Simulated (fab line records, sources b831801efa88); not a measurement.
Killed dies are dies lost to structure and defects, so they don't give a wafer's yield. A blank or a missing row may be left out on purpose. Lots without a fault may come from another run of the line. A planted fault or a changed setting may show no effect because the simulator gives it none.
Chamber matching | flow gf180mcu | GF_V5_CMP_26 on cmp-02: 4 sister chambers
The step polishes, stops on SiO2, t overpolish 15 s, target thk 0 nm. 4 wafers are shown with their chamber, then 9 later ones without.

WAFERS WITH THEIR CHAMBER
wafer  | chamber | motor_current_A (A)
L893.3 | 3       | 11.4
L895.5 | 1       | 11.5
L901.1 | 0       | 12.9
L901.6 | 2       | 10.9

WAFERS WITHOUT THEIR CHAMBER
wafer  | motor_current_A (A)
L902.2 | 11.3
L902.3 | 10.9
L902.4 | 11.4
L903.1 | 10.0
L903.3 | 11.7
L903.4 | 13.2
L904.2 | 10.8
L904.5 | 12.6
L904.6 | 11.4

WHICH CHAMBER EACH WENT THROUGH
wafer  | from the rows above          | in truth
L902.2 | can't be placed: 3 or 1 or 2 | 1
L902.3 | can't be placed: 2 or 3 or 1 | 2
L902.4 | can't be placed: 3 or 1 or 2 | 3
L903.1 | can't be placed: 2 or 3 or 1 | 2
L903.3 | can't be placed: 1 or 3 or 2 | 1
L903.4 | 0                            | 0
L904.2 | can't be placed: 2 or 3 or 1 | 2
L904.5 | 0                            | 0
L904.6 | can't be placed: 3 or 1 or 2 | 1
Placed correctly: 2 of 9. Can't be placed from these rows: 7 (the true chamber is among the candidates in 7). Placed wrongly: 0.
How it was worked out, from the rows above alone: a wafer's distance from a chamber is the root of the sum, over the readings, of the square of ((its reading less the chamber's mean) divided by the reading's scatter). The wafer belongs to the nearest chamber; if the next one is less than 2 further off, it can't be placed. A chamber's mean is the mean of its shown wafers. The scatter: with one shown wafer a chamber, the root of the mean of the squares of how far each hidden wafer lies from its nearest shown one.
